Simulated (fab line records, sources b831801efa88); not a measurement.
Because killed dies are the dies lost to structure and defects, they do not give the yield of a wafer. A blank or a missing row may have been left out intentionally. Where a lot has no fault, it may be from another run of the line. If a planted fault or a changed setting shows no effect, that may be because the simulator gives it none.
The tool behind it: which one? + flow sky130 + 14 lots with 42 wafers sampled at 6 steps, on a route of 708 steps

WHAT THE GAUGES READ, wafer by wafer
SKY_FIELD_ISO_THK_MEAS_25. Usual: FIELD_ISO_CVD_24_THK typically reads 591 nm, with standard deviation 12.
| lot  | measured    | on            | FIELD_ISO_CVD_24_THK (nm) | flag |
|------|-------------|---------------|---------------------------|------|
| L258 | day 2 12:41 | film metro-03 | 592 594 591               |      |
| L259 | day 2 22:28 | film metro-01 | 585 613 597               |      |
| L262 | day 3 12:38 | film metro-03 | 587 590 589               |      |
| L261 | day 3 12:38 | film metro-01 | 610 595 581               |      |
| L263 | day 3 20:39 | film metro-04 | 601 603 587               |      |
| L264 | day 3 21:12 | film metro-04 | 591 605 580               |      |
| L271 | day 5 08:47 | film metro-01 | 607 583 608               |      |
| L272 | day 5 14:31 | film metro-03 | 578 570 580               |      |
| L273 | day 5 19:55 | film metro-04 | 601 574 610               |      |
| L274 | day 5 23:35 | film metro-04 | 582 577 580               |      |
| L275 | day 6 04:35 | film metro-01 | 577 581 604               |      |
| L276 | day 6 10:12 | film metro-03 | 581 582 579               |      |
| L277 | day 6 15:59 | film metro-01 | 577 582 585               |      |
| L280 | day 7 08:59 | film metro-01 | 576 617 588               |      |

SKY_NWELL_THK_MEAS_02. Usual: NWELL_OXIDATION_THK typically reads 9.92 nm, with standard deviation 0.16.
| lot  | measured    | on            | NWELL_OXIDATION_THK (nm) | flag |
|------|-------------|---------------|--------------------------|------|
| L258 | day 3 04:10 | film metro-03 | 9.63 9.90 9.80           |      |
| L259 | day 3 11:22 | film metro-04 | 10.11 10.15 9.95         |      |
| L262 | day 3 18:13 | film metro-03 | 9.85 9.85 10.06          |      |
| L261 | day 3 17:42 | film metro-04 | 9.91 9.78 9.80           |      |
| L263 | day 4 02:07 | film metro-03 | 9.55 9.52 9.80           |      |
| L264 | day 4 02:49 | film metro-04 | 10.15 10.06 9.92         |      |
| L271 | day 5 12:43 | film metro-02 | 9.78 9.83 9.67           |      |
| L272 | day 5 19:25 | film metro-03 | 9.98 9.92 9.81           |      |
| L273 | day 6 01:44 | film metro-03 | 9.75 9.69 9.76           |      |
| L274 | day 6 03:56 | film metro-02 | 10.01 10.01 10.02        |      |
| L275 | day 6 08:53 | film metro-02 | 10.10 9.94 9.86          |      |
| L276 | day 6 17:14 | film metro-03 | 9.80 9.69 9.82           |      |
| L277 | day 6 22:54 | film metro-02 | 10.06 10.14 10.01        |      |
| L280 | day 7 13:45 | film metro-04 | 9.90 10.01 10.14         |      |

SKY_NWELL_TW_MEAS_26. Usual: NWELL_2_TW typically reads 497, with standard deviation 4.3.
| lot  | measured     | on            | NWELL_2_TW  | flag |
|------|--------------|---------------|-------------|------|
| L258 | day 6 02:45  | film metro-03 | 500 502 499 |      |
| L259 | day 6 10:55  | film metro-04 | 502 502 502 |      |
| L262 | day 6 17:43  | film metro-04 | 30 30 30    | OFF  |
| L261 | day 6 16:54  | film metro-04 | 501 499 499 |      |
| L263 | day 7 03:39  | film metro-04 | 30 30 30    | OFF  |
| L264 | day 7 04:28  | film metro-04 | 497 496 497 |      |
| L271 | day 8 19:29  | film metro-04 | 502 497 498 |      |
| L272 | day 9 03:53  | film metro-02 | 492 491 490 |      |
| L273 | day 9 11:44  | film metro-02 | 494 493 492 |      |
| L274 | day 9 13:06  | film metro-02 | 491 490 489 |      |
| L275 | day 9 18:48  | film metro-03 | 499 500 500 |      |
| L276 | day 10 03:41 | film metro-04 | 501 503 501 |      |
| L277 | day 10 11:02 | film metro-02 | 489 491 493 |      |
| L280 | day 11 05:02 | film metro-04 | 497 500 498 |      |

TOOL THAT RAN EACH LOT (tool first, then ch and the chambers of the sampled wafers, then the start)
| lot  | SKY_PWDE_STRIP_09                   | SKY_NWELL_STRIP_14                   | SKY_NWELL_STRIP_25                   |
|------|-------------------------------------|--------------------------------------|--------------------------------------|
| L258 | plasma asher-02 ch 0,1, day 4 13:53 | plasma asher-04 ch 0,1, day 5 08:07  | plasma asher-02 ch 0,1, day 6 02:38  |
| L259 | plasma asher-01 ch 0,1, day 4 21:36 | plasma asher-04 ch 0,1, day 5 15:41  | plasma asher-02 ch 0,1, day 6 10:49  |
| L262 | plasma asher-04 ch 0,1, day 5 04:16 | plasma asher-04 ch 0,1, day 5 22:58  | plasma asher-03 ch 0,1, day 6 17:37  |
| L261 | plasma asher-02 ch 0,1, day 5 03:16 | plasma asher-02 ch 0,1, day 5 21:35  | plasma asher-02 ch 0,1, day 6 16:47  |
| L263 | plasma asher-04 ch 0,1, day 5 13:07 | plasma asher-04 ch 0,1, day 6 08:22  | plasma asher-03 ch 0,1, day 7 03:32  |
| L264 | plasma asher-01 ch 0,1, day 5 13:28 | plasma asher-02 ch 0,1, day 6 09:03  | plasma asher-02 ch 0, day 7 04:22    |
| L271 | plasma asher-04 ch 0,1, day 7 02:28 | plasma asher-03 ch 0,1, day 7 22:38  | plasma asher-02 ch 0,1, day 8 19:23  |
| L272 | plasma asher-04 ch 0,1, day 7 10:26 | plasma asher-02 ch 0,1, day 8 06:46  | plasma asher-03 ch 0,1, day 9 03:49  |
| L273 | plasma asher-02 ch 0,1, day 7 17:11 | plasma asher-03 ch 0,1, day 8 13:44  | plasma asher-04 ch 0,1, day 9 11:38  |
| L274 | plasma asher-04 ch 0,1, day 7 19:22 | plasma asher-03 ch 0,1, day 8 15:54  | plasma asher-04 ch 0,1, day 9 13:00  |
| L275 | plasma asher-01 ch 0,1, day 8 00:08 | plasma asher-04 ch 0,1, day 8 20:38  | plasma asher-03 ch 0,1, day 9 18:42  |
| L276 | plasma asher-04 ch 0, day 8 08:42   | plasma asher-03 ch 0,1, day 9 05:46  | plasma asher-02 ch 0,1, day 10 03:34 |
| L277 | plasma asher-02 ch 0,1, day 8 14:47 | plasma asher-03 ch 0,1, day 9 12:17  | plasma asher-03 ch 0,1, day 10 10:55 |
| L280 | plasma asher-02 ch 1, day 9 07:24   | plasma asher-03 ch 0,1, day 10 06:09 | plasma asher-04 ch 0,1, day 11 04:56 |
- SKY_PWDE_STRIP_09: strips in O2/N2.
- SKY_NWELL_STRIP_14: strips in O2/N2.
- SKY_NWELL_STRIP_25: strips in O2/N2.

AS READ BY THE TOOLS THEMSELVES (means over the sampled wafers that have a number; for cases with no such wafer, the mark the record gives instead)
SKY_PWDE_STRIP_09. Usual: chamber pressure mTorr 1499.9 mTorr, standard deviation 1.4; drypump motor current A 5.6 A, standard deviation 0.47; oes product au 0.722 a.u., standard deviation 0.0045; strip time to endpoint s 36.96 s, standard deviation 0.11.
| lot  | tool            | chamber pressure mTorr (mTorr) | drypump motor current A (A) | oes product au (a.u.) | strip time to endpoint s (s) | flag |
|------|-----------------|--------------------------------|-----------------------------|-----------------------|------------------------------|------|
| L258 | plasma asher-02 | 1500.1                         | 5.2                         | 0.726                 | 36.84                        |      |
| L259 | plasma asher-01 | 1500.3                         | 6.1                         | 0.727                 | 37.11                        |      |
| L262 | plasma asher-04 | 1500.0                         | 5.9                         | 0.722                 | 37.16                        |      |
| L261 | plasma asher-02 | 1498.6                         | 5.1                         | 0.728                 | 37.08                        |      |
| L263 | plasma asher-04 | 1500.0                         | 5.9                         | 0.723                 | 37.13                        |      |
| L264 | plasma asher-01 | 1499.9                         | 6.1                         | 0.724                 | 37.06                        |      |
| L271 | plasma asher-04 | 1498.5                         | 5.9                         | 0.719                 | 36.94                        |      |
| L272 | plasma asher-04 | 1499.5                         | 5.9                         | 0.719                 | 37.07                        |      |
| L273 | plasma asher-02 | 1500.1                         | 5.1                         | 0.722                 | 36.88                        |      |
| L274 | plasma asher-04 | 1500.1                         | 5.9                         | 0.722                 | 37.03                        |      |
| L275 | plasma asher-01 | 1499.4                         | 6.1                         | 0.724                 | 37.00                        |      |
| L276 | plasma asher-04 | 1499.1                         | 5.8                         | 0.726                 | 36.91                        |      |
| L277 | plasma asher-02 | 1499.7                         | 5.2                         | 0.723                 | 36.99                        |      |
| L280 | plasma asher-02 | 1501.2                         | 5.4                         | 0.722                 | 36.88                        |      |

SKY_NWELL_STRIP_14. Usual: chamber pressure mTorr 1499.9 mTorr, standard deviation 1.4; drypump motor current A 5.6 A, standard deviation 0.57; oes product au 0.722 a.u., standard deviation 0.0046; strip time to endpoint s 36.92 s, standard deviation 0.12.
| lot  | tool            | chamber pressure mTorr (mTorr) | drypump motor current A (A) | oes product au (a.u.) | strip time to endpoint s (s) | flag |
|------|-----------------|--------------------------------|-----------------------------|-----------------------|------------------------------|------|
| L258 | plasma asher-04 | 1498.8                         | 5.8                         | 0.725                 | 36.83                        |      |
| L259 | plasma asher-04 | 1499.1                         | 5.9                         | 0.720                 | 36.97                        |      |
| L262 | plasma asher-04 | -                              | -                           | -                     | -                            | OFF  |
| L261 | plasma asher-02 | 1500.9                         | 5.2                         | 0.722                 | 36.89                        |      |
| L263 | plasma asher-04 | -                              | -                           | -                     | -                            | OFF  |
| L264 | plasma asher-02 | 1501.5                         | 5.1                         | 0.720                 | 36.72                        |      |
| L271 | plasma asher-03 | 1501.1                         | 5.8                         | 0.721                 | 36.94                        |      |
| L272 | plasma asher-02 | 1499.8                         | 5.2                         | 0.718                 | 36.96                        |      |
| L273 | plasma asher-03 | 1500.2                         | 5.4                         | 0.724                 | 36.90                        |      |
| L274 | plasma asher-03 | 1500.0                         | 5.8                         | 0.723                 | 37.11                        |      |
| L275 | plasma asher-04 | 1499.6                         | 5.8                         | 0.723                 | 36.93                        |      |
| L276 | plasma asher-03 | 1498.2                         | 5.9                         | 0.723                 | 36.95                        |      |
| L277 | plasma asher-03 | 1500.8                         | 5.4                         | 0.722                 | 36.73                        |      |
| L280 | plasma asher-03 | 1500.7                         | 5.8                         | 0.722                 | 36.86                        |      |

SKY_NWELL_STRIP_25. Usual: chamber pressure mTorr 1499.9 mTorr, standard deviation 1.3; drypump motor current A 5.4 A, standard deviation 0.5; oes product au 0.722 a.u., standard deviation 0.0042; strip time to endpoint s 36.92 s, standard deviation 0.11.
| lot  | tool            | chamber pressure mTorr (mTorr) | drypump motor current A (A) | oes product au (a.u.) | strip time to endpoint s (s) | flag |
|------|-----------------|--------------------------------|-----------------------------|-----------------------|------------------------------|------|
| L258 | plasma asher-02 | 1499.9                         | 5.1                         | 0.722                 | 36.83                        |      |
| L259 | plasma asher-02 | 1498.6                         | 5.1                         | 0.725                 | 37.03                        |      |
| L262 | plasma asher-03 | 1499.4                         | 5.4                         | 0.738                 | 81.24                        | OFF  |
| L261 | plasma asher-02 | 1499.0                         | 5.2                         | 0.721                 | 36.97                        |      |
| L263 | plasma asher-03 | 1501.1                         | 5.4                         | 0.740                 | 81.33                        | OFF  |
| L264 | plasma asher-02 | 1500.3                         | 4.9                         | 0.722                 | 36.96                        |      |
| L271 | plasma asher-02 | 1498.3                         | 5.1                         | 0.721                 | 36.94                        |      |
| L272 | plasma asher-03 | 1499.4                         | 5.4                         | 0.720                 | 36.94                        |      |
| L273 | plasma asher-04 | 1499.5                         | 5.9                         | 0.719                 | 36.90                        |      |
| L274 | plasma asher-04 | 1499.7                         | 5.9                         | 0.723                 | 37.18                        |      |
| L275 | plasma asher-03 | 1499.6                         | 5.4                         | 0.724                 | 36.78                        |      |
| L276 | plasma asher-02 | 1502.0                         | 5.1                         | 0.721                 | 36.83                        |      |
| L277 | plasma asher-03 | 1499.4                         | 5.9                         | 0.725                 | 36.86                        |      |
| L280 | plasma asher-04 | 1499.5                         | 5.9                         | 0.724                 | 36.98                        |      |

THE ANSWER, worked out from the rows above alone
Rule: a lot counts as off when the mean over its wafers that have a number is more than 3 standard deviations away from the usual mean. A lot without any number at a reading at which 4 lots or more have one is off too. The other lots that the step has rows for count as sound. The gauges are gone through in route order, then the tools' own readings, and for those a lot's mean is taken as printed above. At the first step where some lot is off, the reading lying furthest off is the one used; lots without a number count as furthest.
Off: at SKY_NWELL_TW_MEAS_26 (NWELL_2_TW), L262, L263.
A tool fits if, at a process step before that reading, it ran every lot that is off, and no sound lot after the first of them. Not tried: the gauges at SKY_NWELL_TW_MEAS_26; whatever is off there is also off at SKY_NWELL_STRIP_14, on other tools, and gauge error can't account for it. No candidate that was tried fits.

WHAT THE SIMULATOR HAD PUT IN
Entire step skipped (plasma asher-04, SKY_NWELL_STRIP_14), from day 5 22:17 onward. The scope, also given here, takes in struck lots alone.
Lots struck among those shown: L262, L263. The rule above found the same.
